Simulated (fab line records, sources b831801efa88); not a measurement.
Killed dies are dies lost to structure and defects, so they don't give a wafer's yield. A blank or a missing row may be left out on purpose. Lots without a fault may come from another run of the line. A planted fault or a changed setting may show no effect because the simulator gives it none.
fab line records | flow sky130
record lots=5 wafers=15 last_day=50
route steps=708 shown VIA1@481 METAL2@483 VIA2@507
lots that met no fault: from a run of the same line without faults
start_h: hours from the record's first day to the start of the lot's first wafer shown | wait_h: hours since the lot's step before | " the same as in the row above | L1.1+2: a row that stands for several wafers | - no value, or no start given | * or withheld: withheld | < > ~ a bound
route shown NAME@n: a module of which the file shows steps, and the number in the route of the first | usual: mean/standard deviation of fault-free wafers | same: alike in all rows | chamber/n: place in a boat | sites: the reading at each site | _std_site: their standard deviation | _edge_site: outer sites' mean less inner sites' | radius_mm: how far each site lies from the wafer's centre | mask NAME#n: copy n | behind: the tool/chamber that last shaped the wafer | hold: why the lot was held/for how many hours/how that ended | device: the transistor (n, p or np) that didn't switch | end of line: the same wafers' tests at the end of the route | a step without rows: its recipe alone | killed: dies lost to structure and defects at the first sort, not the wafer's yield | map: a wafer's dies, x killed, . not, _ none there
set.NAME: the setting as run; set.NAME@STEP: as run at that earlier step | model.NAME: the simulator's own value behind a step, which no gauge read
lots at some steps of the route; a table a step, a row a wafer
services: from which hour (start_h, from the record's first day; less than 0 if before it) a tool's chamber was out of use, for how many hours, and why
## steps
# step SKY_VIA1_THK_MEAS_23
# recipe thk_meas_gauge=xrf reads=W_of_VIA1_CVD_21
# usual VIA1_W_THK=274/4.3
# columns lot.wafer tool chamber start_h wait_h VIA1_W_THK[nm]
L082.1 film_metro-04 - 859.05 0.1 273
L082.2 " - " " 273
L082.4 " - " " 278
L083.1 film_metro-03 - 860.56 0.1 275
L083.2 " - " " 278
L083.4 " - " " 276
L089.1 film_metro-03 - 905.79 0.1 271
L089.2 " - " " 275
L089.4 " - " " 275
L088.3 film_metro-03 - 907.57 0.1 278
L088.4 " - " " 271
L088.5 " - " " 270
L097.2 film_metro-03 - 961.78 0.1 279
L097.3 " - " " 272
L097.4 " - " " 279
# step SKY_VIA1_CMP_24
# recipe stop_on=SiO2 t_overpolish_s=15 down_force_psi=3.5 platen_rpm=60 target_thk_nm=0 pad_velocity_m_s=0.94248
# usual edge_zone_pressure_frac=1.000/0.0052 motor_current_A=10.8/0.88 overpolish_run_s=15.002/0.0088 time_to_endpoint_s=62.5/3
# columns lot.wafer tool chamber start_h wait_h edge_zone_pressure_frac motor_current_A overpolish_run_s time_to_endpoint_s
L082.2 cmp-02 1 859.11 0.0 0.999 10.6 14.998 54.9
L082.1 " 3 " " 1.004 10.9 15.017 55.5
L082.4 " 0 " " 1.004 11.1 15.012 59.1
L083.1 cmp-01 2 860.62 0.1 0.997 11.6 15.002 66.3
L083.4 " 0 " " 0.998 8.9 14.988 63.4
L083.2 " 1 " " 1.010 9.5 15.002 66.6
L089.1 cmp-02 2 905.90 0.1 1.012 11.0 15.017 62.8
L089.4 " 3 " " 1.009 11.2 14.995 65.0
L089.2 " 0 " " 1.005 11.0 14.991 62.8
L088.3 cmp-01 0 907.61 0.0 0.993 8.8 15.015 64.0
L088.4 " 3 " " 0.997 11.4 15.001 66.3
L088.5 " 0 " " 1.006 8.4 15.012 61.0
L097.2 cmp-01 0 961.83 0.0 0.997 8.4 15.014 65.0
L097.3 " 1 " " 0.996 9.2 15.001 67.8
L097.4 " 2 " " 1.001 11.6 14.995 64.0
# step SKY_METAL2_SPUTTER_00
# recipe material=Ti target_thk_nm=15 power_w=3000 time_s=10 chamber_pressure_pa=0.4
# usual chamber_pressure_pa=0.4001/0.00073 throttle_valve_pct=30.3/0.94
# columns lot.wafer tool chamber start_h wait_h chamber_pressure_pa throttle_valve_pct
L082.1 pvd_sputter-02 - 859.41 0.1 0.3986 30.3
L082.2 " - " " 0.4000 30.8
L082.4 " - " " 0.4005 31.0
L083.1 pvd_sputter-02 - 860.92 0.2 0.4001 30.1
L083.2 " - " " 0.4008 31.1
L083.4 " - " " 0.4010 31.0
L089.1 pvd_sputter-04 - 906.15 0.2 0.4004 30.0
L089.2 " - " " 0.4004 30.4
L089.4 " - " " 0.4009 31.6
L088.3 pvd_sputter-04 - 907.91 0.2 0.4010 29.5
L088.4 " - " " 0.3999 31.7
L088.5 " - " " 0.4000 31.5
L097.2 pvd_sputter-04 - 962.13 0.2 0.3997 30.5
L097.3 " - " " 0.4022 31.4
L097.4 " - " " 0.3992 30.7
# step SKY_METAL2_SPUTTER_01
# recipe material=TiN target_thk_nm=20 power_w=6500 time_s=16.7 chamber_pressure_pa=0.4
# usual chamber_pressure_pa=0.4000/0.00089 throttle_valve_pct=30.3/0.96
# columns lot.wafer tool chamber start_h wait_h chamber_pressure_pa throttle_valve_pct
L082.1 pvd_sputter-02 - 859.43 0.0 0.4011 30.3
L082.2 " - " " 0.4000 31.1
L082.4 " - " " 0.4012 31.2
L083.1 pvd_sputter-02 - 860.94 0.0 0.4004 30.4
L083.2 " - " " 0.4007 31.2
L083.4 " - " " 0.4009 31.0
L089.1 pvd_sputter-04 - 906.17 0.0 0.3996 29.8
L089.2 " - " " 0.4001 30.1
L089.4 " - " " 0.3990 31.6
L088.3 pvd_sputter-04 - 907.93 0.0 0.4009 29.6
L088.4 " - " " 0.3994 31.5
L088.5 " - " " 0.3988 31.1
L097.2 pvd_sputter-04 - 962.15 0.0 0.3990 30.5
L097.3 " - " " 0.3989 31.5
L097.4 " - " " 0.3997 30.6
# step SKY_METAL2_SPUTTER_02
# recipe material=AlCu target_thk_nm=250 power_w=10600 time_s=13.3 chamber_pressure_pa=0.4
# usual chamber_pressure_pa=0.3999/0.0008 throttle_valve_pct=30.3/0.95
# columns lot.wafer tool chamber start_h wait_h chamber_pressure_pa throttle_valve_pct
L082.1 pvd_sputter-02 - 859.46 0.0 0.3996 30.4
L082.2 " - " " 0.4005 31.0
L082.4 " - " " 0.4000 31.0
L083.1 pvd_sputter-02 - 860.97 0.0 0.3992 30.3
L083.2 " - " " 0.4006 31.2
L083.4 " - " " 0.4008 31.1
L089.1 pvd_sputter-04 - 906.20 0.0 0.4003 29.8
L089.2 " - " " 0.4013 30.2
L089.4 " - " " 0.3994 31.7
L088.3 pvd_sputter-04 - 907.95 0.0 0.3990 29.9
L088.4 " - " " 0.3991 31.7
L088.5 " - " " 0.4002 31.7
L097.2 pvd_sputter-04 - 962.18 0.0 0.4015 30.4
L097.3 " - " " 0.4009 31.2
L097.4 " - " " 0.3991 30.6
# step SKY_METAL2_SPUTTER_03
# recipe material=Ti target_thk_nm=5 power_w=3000 time_s=3.3 chamber_pressure_pa=0.4
# usual chamber_pressure_pa=0.4001/0.00078 throttle_valve_pct=30.3/0.94
# columns lot.wafer tool chamber start_h wait_h chamber_pressure_pa throttle_valve_pct
L082.1 pvd_sputter-02 - 859.48 0.0 0.4001 30.7
L082.2 " - " " 0.3999 31.0
L082.4 " - " " 0.4008 31.1
L083.1 pvd_sputter-02 - 860.99 0.0 0.4001 30.5
L083.2 " - " " 0.4001 30.9
L083.4 " - " " 0.3996 30.6
L089.1 pvd_sputter-04 - 906.22 0.0 0.4017 29.6
L089.2 " - " " 0.4006 30.2
L089.4 " - " " 0.4000 31.8
L088.3 pvd_sputter-04 - 907.98 0.0 0.4004 29.8
L088.4 " - " " 0.4004 31.4
L088.5 " - " " 0.4011 31.8
L097.2 pvd_sputter-04 - 962.20 0.0 0.3999 30.3
L097.3 " - " " 0.4007 31.7
L097.4 " - " " 0.3993 30.5
# step SKY_METAL2_SPUTTER_04
# recipe material=TiN target_thk_nm=70 power_w=6500 time_s=58.3 chamber_pressure_pa=0.4
# usual chamber_pressure_pa=0.4001/0.00074 throttle_valve_pct=30.3/0.97
# columns lot.wafer tool chamber start_h wait_h chamber_pressure_pa throttle_valve_pct
L082.1 pvd_sputter-02 - 859.50 0.0 0.3992 30.3
L082.2 " - " " 0.4008 30.8
L082.4 " - " " 0.4006 30.8
L083.1 pvd_sputter-02 - 861.01 0.0 0.3999 30.4
L083.2 " - " " 0.3999 31.2
L083.4 " - " " 0.4001 31.0
L089.1 pvd_sputter-04 - 906.24 0.0 0.4003 29.8
L089.2 " - " " 0.3995 30.4
L089.4 " - " " 0.4002 31.6
L088.3 pvd_sputter-04 - 908.00 0.0 0.3996 29.7
L088.4 " - " " 0.3985 31.7
L088.5 " - " " 0.3991 31.6
L097.2 pvd_sputter-04 - 962.22 0.0 0.4010 30.5
L097.3 " - " " 0.4004 31.7
L097.4 " - " " 0.4005 30.7
# step SKY_METAL2_RS_MEAS_05
# recipe thk_meas_gauge=four-point-probe reads=TiN_of_METAL2_SPUTTER_04+Ti_of_METAL2_SPUTTER_03+AlCu_of_METAL2_SPUTTER_02+TiN_of_METAL2_SPUTTER_01+Ti_of_METAL2_SPUTTER_00
# usual METAL2_ALCU_RS=0.1265/0.0013
# columns lot.wafer tool chamber start_h wait_h METAL2_ALCU_RS[ohm/sq]
L082.1 film_metro-02 - 859.55 0.0 0.1257
L082.2 " - " " 0.1249
L082.4 " - " " 0.1261
L083.1 film_metro-02 - 861.06 0.0 0.1284
L083.2 " - " " 0.1276
L083.4 " - " " 0.1282
L089.1 film_metro-02 - 906.29 0.0 0.1268
L089.2 " - " " 0.1284
L089.4 " - " " 0.1278
L088.3 film_metro-03 - 908.09 0.1 0.1255
L088.4 " - " " 0.1268
L088.5 " - " " 0.1270
L097.2 film_metro-01 - 962.29 0.0 0.1289
L097.3 " - " " 0.1282
L097.4 " - " " 0.1281
# step SKY_METAL2_THK_MEAS_06
# recipe thk_meas_gauge=xrf reads=AlCu_of_METAL2_SPUTTER_02
# usual METAL2_ALCU_THK=255.9/2.8
# columns lot.wafer tool chamber start_h wait_h METAL2_ALCU_THK[nm]
L082.1 film_metro-02 - 859.67 0.1 257.3
L082.2 " - " " 257.1
L082.4 " - " " 255.5
L083.1 film_metro-02 - 861.18 0.1 251.4
L083.2 " - " " 252.0
L083.4 " - " " 250.6
L089.1 film_metro-02 - 906.41 0.1 256.5
L089.2 " - " " 253.8
L089.4 " - " " 254.8
L088.3 film_metro-03 - 908.19 0.1 258.0
L088.4 " - " " 256.1
L088.5 " - " " 253.4
L097.2 film_metro-01 - 962.40 0.1 249.2
L097.3 " - " " 252.8
L097.4 " - " " 252.7
# step SKY_METAL2_DEHYDRATE_07
# recipe temp_c=200 time_s=60
# columns lot.wafer tool chamber start_h wait_h
L082.1+2+4 litho_track-03 0 871.80 12.1
L083.1+2+4 litho_track-04 0 873.26 12.1
L089.1+2+4 litho_track-03 0 917.55 11.1
L088.3+4+5 litho_track-02 0 919.35 11.2
L097.2+3+4 litho_track-04 0 973.39 11.0
# step SKY_METAL2_HMDS_08
# recipe prime_time_s=60 prime_temp_c=120
# columns lot.wafer tool chamber start_h wait_h
L082.1+2+4 litho_track-03 0 871.95 0.1
L083.1+2+4 litho_track-04 0 873.41 0.1
L089.1+2+4 litho_track-03 0 917.70 0.1
L088.3+4+5 litho_track-02 0 919.50 0.1
L097.2+3+4 litho_track-04 0 973.54 0.1
# step SKY_METAL2_COAT_09
# recipe resist=BARC temp_c=withheld time_s=withheld spin_rpm=3000 resist_thk_nm=60
# columns lot.wafer tool chamber start_h wait_h
L082.1+2+4 litho_track-03 0 872.10 0.1
L083.1+2+4 litho_track-04 0 873.56 0.1
L089.1+2+4 litho_track-03 0 917.85 0.1
L088.3+4+5 litho_track-02 0 919.65 0.1
L097.2+3+4 litho_track-04 0 973.69 0.1
# step SKY_METAL2_COAT_10
# recipe resist=KrF-thick spin_rpm=3000 resist_thk_nm=450
# columns lot.wafer tool chamber start_h wait_h
L082.1+2+4 litho_track-03 0 - -
L083.1+2+4 litho_track-04 0 - -
L089.1+2+4 litho_track-03 0 - -
L088.3+4+5 litho_track-02 0 - -
L097.2+3+4 litho_track-04 0 - -
# step SKY_METAL2_SOFTBAKE_11
# recipe temp_c=100 time_s=90 resist=KrF-thick
# columns lot.wafer tool chamber start_h wait_h
L082.1+2+4 litho_track-03 0 - -
L083.1+2+4 litho_track-04 0 - -
L089.1+2+4 litho_track-03 0 - -
L088.3+4+5 litho_track-02 0 - -
L097.2+3+4 litho_track-04 0 - -
# step SKY_METAL2_EXPOSE_12
# recipe mask_id=MM2 na=0.8 source_shape=annular sigma_inner=0.55 sigma_outer=0.85 target_cd_nm=140 dose_mj=28
# columns lot.wafer tool chamber start_h wait_h mask
L082.1+2+4 krf_scanner-02 0 - - MM2#0
L083.1+2+4 krf_scanner-02 0 - - MM2#0
L089.1+2+4 krf_scanner-01 0 - - MM2#0
L088.3+4+5 krf_scanner-01 0 - - MM2#0
L097.2+3+4 krf_scanner-01 0 - - MM2#0
# step SKY_METAL2_PEB_13
# recipe peb_temp_c=withheld peb_time_s=withheld resist=KrF-thick
# columns lot.wafer tool chamber start_h wait_h
L082.1+2+4 litho_track-03 0 - -
L083.1+2+4 litho_track-03 0 - -
L089.1+2+4 litho_track-04 0 - -
L088.3+4+5 litho_track-04 0 - -
L097.2+3+4 litho_track-04 0 - -
# step SKY_METAL2_DEVELOP_14
# recipe develop_time_s=60 resist=KrF-thick dev_temp_c=21
# columns lot.wafer tool chamber start_h wait_h
L082.1+2+4 litho_track-03 0 - -
L083.1+2+4 litho_track-03 0 - -
L089.1+2+4 litho_track-04 0 - -
L088.3+4+5 litho_track-04 0 - -
L097.2+3+4 litho_track-04 0 - -
# step SKY_METAL2_CD_MEAS_15
# recipe target_cd_nm=140
# usual cd_nm=139.8/1.8
# columns lot.wafer tool chamber start_h wait_h cd_nm
L082.1 cd_sem-01 - 885.05 - 142.0
L082.2 " - " " 140.8
L082.4 " - " " 140.6
L083.1 cd_sem-01 - 886.70 - 137.8
L083.2 " - " " 138.0
L083.4 " - " " 138.0
L089.1 cd_sem-02 - 930.41 - 135.6
L089.2 " - " " 137.3
L089.4 " - " " 135.9
L088.3 cd_sem-02 - 933.10 - 140.9
L088.4 " - " " 143.3
L088.5 " - " " 140.8
L097.2 cd_sem-01 - 986.18 - 141.6
L097.3 " - " " 142.8
L097.4 " - " " 142.5
# step SKY_METAL2_OVL_MEAS_16
# usual METAL2_OVL=1/7.6
# columns lot.wafer tool chamber start_h wait_h METAL2_OVL[nm]
L082.1 overlay-01 - 885.17 0.1 -5
L082.2 " - " " -11
L082.4 " - " " -16
L083.1 overlay-02 - 886.82 0.1 5
L083.2 " - " " -14
L083.4 " - " " -2
L089.1 overlay-01 - 930.53 0.1 5
L089.2 " - " " 3
L089.4 " - " " 10
L088.3 overlay-02 - 933.20 0.1 0
L088.4 " - " " -7
L088.5 " - " " 10
L097.2 overlay-01 - 986.29 0.1 -2
L097.3 " - " " -1
L097.4 " - " " -1
# step SKY_METAL2_DESCUM_17
# recipe chemistry=O2 source_power_w=150 bias_power_w=0 pressure_mtorr=10 temp_c=40 time_s=8
# usual chamber_pressure_mTorr=9.999/0.0095 drypump_motor_current_A=5.5/0.39 oes_product_au=0.999/0.0084 temp_c=39.98/0.11
# columns lot.wafer tool chamber start_h wait_h chamber_pressure_mTorr drypump_motor_current_A oes_product_au rf_hours_counter_h temp_c
L082.1 rie_metal-03 1 885.21 0.0 9.990 5.1 0.994 12 39.89
L082.2 " 0 " " 9.996 5.4 1.019 15 40.20
L082.4 " 1 " " 10.010 5.1 1.000 - 39.82
L083.1 rie_metal-02 1 886.86 0.0 9.997 4.9 0.989 1 39.86
L083.2 " 0 " " 9.973 5.7 0.994 13 40.13
L083.4 " 1 " " 9.995 4.9 0.986 - 39.89
L089.1 rie_metal-03 1 930.57 0.0 9.991 5.1 0.997 14 40.07
L089.2 " 0 " " 10.003 5.4 1.011 17 39.97
L089.4 " 1 " " 10.002 5.1 0.999 - 40.09
L088.3 rie_metal-03 0 933.23 0.0 9.999 5.4 1.005 - 39.99
L088.4 " 1 " " 9.992 5.1 0.981 - 40.01
L088.5 " 0 " " 10.002 5.4 1.006 - 40.25
L097.2 rie_metal-04 0 986.32 0.0 10.003 6.0 1.001 8 39.95
L097.3 " 1 " " 10.000 5.8 0.997 - 40.06
L097.4 " 0 " " 10.000 6.0 0.995 - 39.97
# step SKY_METAL2_ETCH_18
# recipe chemistry=N2/H2 target=BARC ion_energy_ev=200 bias_w=100 pressure_mtorr=30 n2_flow_sccm=100 h2_flow_sccm=200 icp_w=500 stop_on=SiO2 time_s=45.9 target_depth_a=600
# usual bias_w=99.97/0.28 chamber_pressure_mTorr=30.005/0.026 drypump_motor_current_A=5.5/0.4 h2_flow_sccm=200.0/0.55 oes_product_au=0.855/0.0051 throttle_valve_pct=13.223/0.0092
# columns lot.wafer tool chamber start_h wait_h bias_w chamber_pressure_mTorr drypump_motor_current_A h2_flow_sccm oes_product_au rf_hours_counter_h throttle_valve_pct
L082.1 rie_metal-03 1 885.24 0.0 99.35 29.978 5.1 199.9 0.859 12 13.214
L082.2 " 0 " " 100.13 30.045 5.4 200.1 0.859 15 13.227
L082.4 " 1 " " 100.14 29.991 5.1 199.8 0.866 - 13.224
L083.1 rie_metal-02 1 886.89 0.0 100.18 29.965 4.9 199.2 0.852 1 13.234
L083.2 " 0 " " 99.73 29.985 5.8 200.0 0.850 13 13.221
L083.4 " 1 " " 100.11 30.027 4.9 200.2 0.858 - 13.229
L089.1 rie_metal-03 1 930.60 0.0 99.56 30.003 5.1 200.3 0.856 14 13.224
L089.2 " 0 " " 99.63 30.018 5.4 200.4 0.858 17 13.231
L089.4 " 1 " " 99.88 29.997 5.1 200.2 0.855 - 13.230
L088.3 rie_metal-03 0 933.27 0.0 100.49 29.971 5.4 200.7 0.860 - 13.207
L088.4 " 1 " " 100.11 29.971 5.1 199.7 0.850 - 13.232
L088.5 " 0 " " 100.17 30.019 5.4 200.9 0.851 - 13.253
L097.2 rie_metal-04 0 986.35 0.0 100.21 30.007 5.9 199.6 0.857 8 13.224
L097.3 " 1 " " 100.18 29.999 5.8 201.0 0.859 - 13.221
L097.4 " 0 " " 100.21 30.001 5.9 199.2 0.854 - 13.214
# step SKY_METAL2_METAL_ETCH_19
# recipe target_depth_a=3600 stop_on=SiO2 over_etch_frac=0.3 time_s=78 chemistry=Cl2/BCl3 resist_sidewall_deg=88 pressure_mtorr=10 icp_w=900 bias_w=48.5 Cl2_flow_sccm=60 bcl3_flow_sccm=30
# usual bias_w=48.48/0.13 chamber_pressure_mTorr=10.000/0.01 drypump_motor_current_A=5.5/0.39 oes_product_au=0.856/0.0061 throttle_valve_pct=22.266/0.0088
# columns lot.wafer tool chamber start_h wait_h bias_w chamber_pressure_mTorr drypump_motor_current_A oes_product_au rf_hours_counter_h throttle_valve_pct
L082.1 rie_metal-03 1 885.30 0.0 48.67 10.001 5.1 0.865 12 22.259
L082.2 " 0 " " 48.69 9.996 5.4 0.860 15 22.258
L082.4 " 1 " " 48.56 9.990 5.1 0.854 - 22.266
L083.1 rie_metal-02 1 886.95 0.0 48.45 10.005 4.9 0.840 1 22.276
L083.2 " 0 " " 48.46 10.004 5.7 0.845 13 22.260
L083.4 " 1 " " 48.28 10.002 4.9 0.854 - 22.264
L089.1 rie_metal-03 1 930.67 0.0 48.43 10.008 5.1 0.859 14 22.269
L089.2 " 0 " " 48.42 10.009 5.4 0.842 17 22.256
L089.4 " 1 " " 48.55 10.011 5.1 0.863 - 22.266
L088.3 rie_metal-03 0 933.35 0.1 48.50 10.003 5.4 0.859 - 22.261
L088.4 " 1 " " 48.80 9.990 5.1 0.861 - 22.253
L088.5 " 0 " " 48.54 9.981 5.4 0.864 - 22.259
L097.2 rie_metal-04 0 986.42 0.0 48.34 9.994 6.0 0.850 8 22.258
L097.3 " 1 " " 48.31 10.018 5.7 0.850 - 22.236
L097.4 " 0 " " 48.53 9.997 6.0 0.851 - 22.270
# step SKY_METAL2_STRIP_20
# recipe chemistry=O2/N2 power_w=1400 pressure_mtorr=1500 platen_temp_c=withheld o2_flow_sccm=3000 n2_flow_sccm=300 overash_fraction=0.5
# usual chamber_pressure_mTorr=1500.1/2.8 drypump_motor_current_A=5.51/0.24 o2_flow_sccm=2997/8.7 oes_product_au=0.343/0.0049 strip_time_to_endpoint_s=2.71/0.037
# columns lot.wafer tool chamber start_h wait_h chamber_pressure_mTorr drypump_motor_current_A o2_flow_sccm oes_product_au rf_hours_counter_h strip_time_to_endpoint_s
L082.1 plasma_asher-04 1 885.39 0.1 1498.2 5.38 2996 0.341 14 2.75
L082.2 " 0 " " 1501.7 5.12 2995 0.335 14 2.67
L082.4 " 0 " " 1501.1 5.10 2993 0.346 - 2.78
L083.1 plasma_asher-02 0 887.04 0.1 1500.9 6.00 2989 0.338 45 2.75
L083.2 " 1 " " 1501.0 5.39 3002 0.344 45 2.75
L083.4 " 0 " " 1498.1 5.99 2986 0.347 - 2.74
L089.1 plasma_asher-03 1 930.76 0.1 1499.1 5.70 2991 0.341 80 2.75
L089.2 " 0 " " 1500.5 5.57 3008 0.335 80 2.69
L089.4 " 0 " " 1499.2 5.59 2990 0.347 - 2.76
L088.3 plasma_asher-03 0 933.44 0.1 1497.3 5.59 2996 0.340 - 2.63
L088.4 " 1 " " 1500.7 5.65 3004 0.345 - 2.71
L088.5 " 0 " " 1501.1 5.59 3007 0.333 - 2.64
L097.2 plasma_asher-03 1 986.51 0.1 1500.0 5.72 2993 0.341 86 2.76
L097.3 " 1 " " 1497.5 5.71 2995 0.339 - 2.73
L097.4 " 0 " " 1500.9 5.60 2996 0.343 - 2.75
# step SKY_METAL2_STRIP_21
# recipe chemistry=post_etch_residue_remover time_s=1200 temp_c=72.5
# usual temp_c=72.51/0.12
# columns lot.wafer tool chamber start_h wait_h temp_c
L082.1 wet_bench-03 3 885.49 0.1 72.65
L082.2 " 3 " " 72.54
L082.4 " 3 " " 72.57
L083.1 wet_bench-02 3 887.14 0.1 72.58
L083.2 " 3 " " 72.54
L083.4 " 3 " " 72.70
L089.1 wet_bench-02 0 930.86 0.1 72.42
L089.2 " 0 " " 72.30
L089.4 " 0 " " 72.40
L088.3 wet_bench-02 2 933.51 0.0 72.50
L088.4 " 2 " " 72.41
L088.5 " 2 " " 72.43
L097.2 wet_bench-04 3 986.61 0.1 72.63
L097.3 " 3 " " 72.61
L097.4 " 3 " " 72.34
# step SKY_METAL2_CLEAN_22
# recipe chemistry=IPA time_s=180 temp_c=25
# usual temp_c=25.00/0.096
# columns lot.wafer tool chamber start_h wait_h temp_c
L082.1 wet_bench-02 1 885.83 0.0 24.95
L082.2 " 1 " " 24.98
L082.4 " 1 " " 24.92
L083.1 wet_bench-03 1 887.48 0.0 25.01
L083.2 " 1 " " 24.93
L083.4 " 1 " " 24.89
L089.1 wet_bench-04 1 931.20 0.0 25.07
L089.2 " 1 " " 25.05
L089.4 " 1 " " 25.18
L088.3 wet_bench-03 2 933.88 0.0 25.00
L088.4 " 2 " " 25.04
L088.5 " 2 " " 25.13
L097.2 wet_bench-03 0 986.98 0.0 25.05
L097.3 " 0 " " 25.02
L097.4 " 0 " " 24.95
# step SKY_METAL2_CLEAN_23
# recipe chemistry=O3/DIW dry=n2_spin
# columns lot.wafer tool chamber start_h wait_h
L082.1+2+4 wet_bench-04 3 885.89 0.0
L083.1+2+4 wet_bench-04 3 887.54 0.0
L089.1+2+4 wet_bench-03 3 931.26 0.0
L088.3+4+5 wet_bench-03 1 933.94 0.0
L097.2+3+4 wet_bench-04 0 987.04 0.0
# step SKY_VIA2_HDPCVD_00
# recipe material=SiO2 target_thk_nm=1180 sigma_open_frac=0.3 time_s=196.7 temp_c=400 sih4_flow_sccm=60 pressure_mtorr=6
# columns lot.wafer tool chamber start_h wait_h
L082.1+2+4 hdpcvd-01 0,2,1 885.99 0.0
L083.1+2+4 hdpcvd-02 1,0,2 887.64 0.0
L089.1+2+4 hdpcvd-02 1,2,0 931.36 0.0
L088.3+4+5 hdpcvd-01 1,2,1 934.04 0.0
L097.2+3+4 hdpcvd-01 1,2,1 987.14 0.0
# step SKY_VIA2_THK_MEAS_01
# recipe reads=SiO2_of_VIA2_HDPCVD_00
# usual VIA2_HDPCVD_THK=1178/11
# columns lot.wafer tool chamber start_h wait_h VIA2_HDPCVD_THK[nm]
L082.1 film_metro-03 - 886.12 0.1 1175
L082.2 " - " " 1169
L082.4 " - " " 1191
L083.1 film_metro-03 - 887.77 0.1 1154
L083.2 " - " " 1153
L083.4 " - " " 1169
L089.1 film_metro-04 - 931.48 0.1 1184
L089.2 " - " " 1184
L089.4 " - " " 1184
L088.3 film_metro-04 - 934.19 0.1 1180
L088.4 " - " " 1158
L088.5 " - " " 1172
L097.2 film_metro-02 - 987.27 0.1 1178
L097.3 " - " " 1185
L097.4 " - " " 1166
# step SKY_VIA2_CMP_02
# recipe material=SiO2 down_force_psi=4 platen_rpm=60 pad_velocity_m_s=0.94248
# usual edge_zone_pressure_frac=1.000/0.0057 motor_current_A=11.5/1.1
# columns lot.wafer tool chamber start_h wait_h edge_zone_pressure_frac motor_current_A
L082.1 cmp-02 2 886.23 0.1 0.993 12.2
L082.4 " 3 " " 0.993 11.7
L082.2 " 0 " " 1.005 11.8
L083.2 cmp-01 2 887.83 0.0 1.002 12.1
L083.4 " 3 " " 0.988 12.8
L083.1 " 0 " " 1.012 9.9
L089.2 cmp-01 3 931.54 0.0 0.992 12.4
L089.4 " 1 " " 1.008 9.8
L089.1 " 2 " " 1.001 12.2
L088.3 cmp-02 1 934.23 0.0 1.005 11.4
L088.4 " 0 " " 1.010 12.8
L088.5 " 2 " " 1.001 12.4
L097.3 cmp-01 2 987.32 0.0 0.995 13.1
L097.2 " 3 " " 1.005 12.1
L097.4 " 0 " " 0.996 9.5
# step SKY_VIA2_BOW_MEAS_03
# recipe mode=bow
# usual VIA2_BOW=86/6.7
# columns lot.wafer tool chamber start_h wait_h VIA2_BOW[um]
L082.1 film_metro-04 - 886.48 0.2 86
L082.2 " - " " 88
L082.4 " - " " 77
L083.1 film_metro-03 - 888.13 0.1 93
L083.2 " - " " 89
L083.4 " - " " 91
L089.1 film_metro-04 - 931.84 0.1 77
L089.2 " - " " 81
L089.4 " - " " 75
L088.3 film_metro-03 - 934.57 0.3 93
L088.4 " - " " 91
L088.5 " - " " 90
L097.2 film_metro-03 - 987.64 0.2 91
L097.3 " - " " 68
L097.4 " - " " 90
# step SKY_VIA2_DEHYDRATE_04
# recipe temp_c=200 time_s=60
# columns lot.wafer tool chamber start_h wait_h
L082.1+2+4 litho_track-01 0 898.48 12.0
L083.1+2+4 litho_track-01 0 899.93 11.8
L089.1+2+4 litho_track-01 0 943.38 11.5
L088.3+4+5 litho_track-03 0 945.55 11.0
L097.2+3+4 litho_track-03 0 998.43 10.8
# step SKY_VIA2_HMDS_05
# recipe prime_time_s=60 prime_temp_c=120
# columns lot.wafer tool chamber start_h wait_h
L082.1+2+4 litho_track-01 0 898.63 0.1
L083.1+2+4 litho_track-01 0 900.08 0.1
L089.1+2+4 litho_track-01 0 943.53 0.1
L088.3+4+5 litho_track-03 0 945.70 0.1
L097.2+3+4 litho_track-03 0 998.58 0.1
# step SKY_VIA2_COAT_06
# recipe resist=BARC temp_c=withheld time_s=withheld spin_rpm=3000 resist_thk_nm=60
# columns lot.wafer tool chamber start_h wait_h
L082.1+2+4 litho_track-01 0 898.78 0.1
L083.1+2+4 litho_track-01 0 900.23 0.1
L089.1+2+4 litho_track-01 0 943.68 0.1
L088.3+4+5 litho_track-03 0 945.85 0.1
L097.2+3+4 litho_track-03 0 998.73 0.1
# step SKY_VIA2_COAT_07
# recipe resist=KrF-thick spin_rpm=3000 resist_thk_nm=450
# columns lot.wafer tool chamber start_h wait_h
L082.1+2+4 litho_track-01 0 - -
L083.1+2+4 litho_track-01 0 - -
L089.1+2+4 litho_track-01 0 - -
L088.3+4+5 litho_track-03 0 - -
L097.2+3+4 litho_track-03 0 - -
# step SKY_VIA2_SOFTBAKE_08
# recipe temp_c=100 time_s=90 resist=KrF-thick
# columns lot.wafer tool chamber start_h wait_h
L082.1+2+4 litho_track-01 0 - -
L083.1+2+4 litho_track-01 0 - -
L089.1+2+4 litho_track-01 0 - -
L088.3+4+5 litho_track-03 0 - -
L097.2+3+4 litho_track-03 0 - -
# step SKY_VIA2_EXPOSE_09
# recipe mask_id=VIM2 na=0.8 source_shape=annular sigma_inner=0.55 sigma_outer=0.85 target_cd_nm=200 dose_mj=38
# columns lot.wafer tool chamber start_h wait_h mask
L082.1+2+4 krf_scanner-02 0 - - VIM2#0
L083.1+2+4 krf_scanner-02 0 - - VIM2#0
L089.1+2+4 krf_scanner-01 0 - - VIM2#0
L088.3+4+5 krf_scanner-02 0 - - VIM2#0
L097.2+3+4 krf_scanner-02 0 - - VIM2#0
# step SKY_VIA2_PEB_10
# recipe peb_temp_c=withheld peb_time_s=withheld resist=KrF-thick
# columns lot.wafer tool chamber start_h wait_h
L082.1+2+4 litho_track-01 0 - -
L083.1+2+4 litho_track-01 0 - -
L089.1+2+4 litho_track-01 0 - -
L088.3+4+5 litho_track-03 0 - -
L097.2+3+4 litho_track-03 0 - -
# step SKY_VIA2_DEVELOP_11
# recipe develop_time_s=60 resist=KrF-thick dev_temp_c=21
# columns lot.wafer tool chamber start_h wait_h
L082.1+2+4 litho_track-01 0 - -
L083.1+2+4 litho_track-01 0 - -
L089.1+2+4 litho_track-01 0 - -
L088.3+4+5 litho_track-03 0 - -
L097.2+3+4 litho_track-03 0 - -
## services
# columns tool chamber start_h hours kind
krf_scanner-01 - 855.50 3.6 pm
krf_scanner-02 - 859.05 1.3 pm
krf_scanner-02 - 860.35 4.0 pm
hdpcvd-01 - 865.90 1.4 repair
cmp-01 - 878.97 6.1 pm
cmp-01 - 889.05 4.6 repair
krf_scanner-02 - 901.48 0.8 pm
pvd_sputter-04 - 911.31 1.6 repair
cmp-01 - 914.89 4.0 pm
wet_bench-02 - 919.42 1.9 pm
cmp-01 - 923.87 5.3 pm
krf_scanner-02 - 925.19 1.0 pm
krf_scanner-02 - 930.07 3.6 pm
rie_metal-02 0 932.27 21.6 repair
hdpcvd-02 1 948.77 11.7 repair
hdpcvd-01 - 950.25 15.0 pm
pvd_sputter-02 - 955.71 0.5 repair
krf_scanner-01 - 957.72 4.4 pm
krf_scanner-02 - 962.49 0.9 repair
krf_scanner-01 - 982.49 1.3 pm
krf_scanner-01 - 985.13 0.8 pm
krf_scanner-01 - 995.27 1.0 pm
cmp-02 - 996.36 1.1 repair
rie_metal-02 0 999.49 4.3 repair
## key
fault none
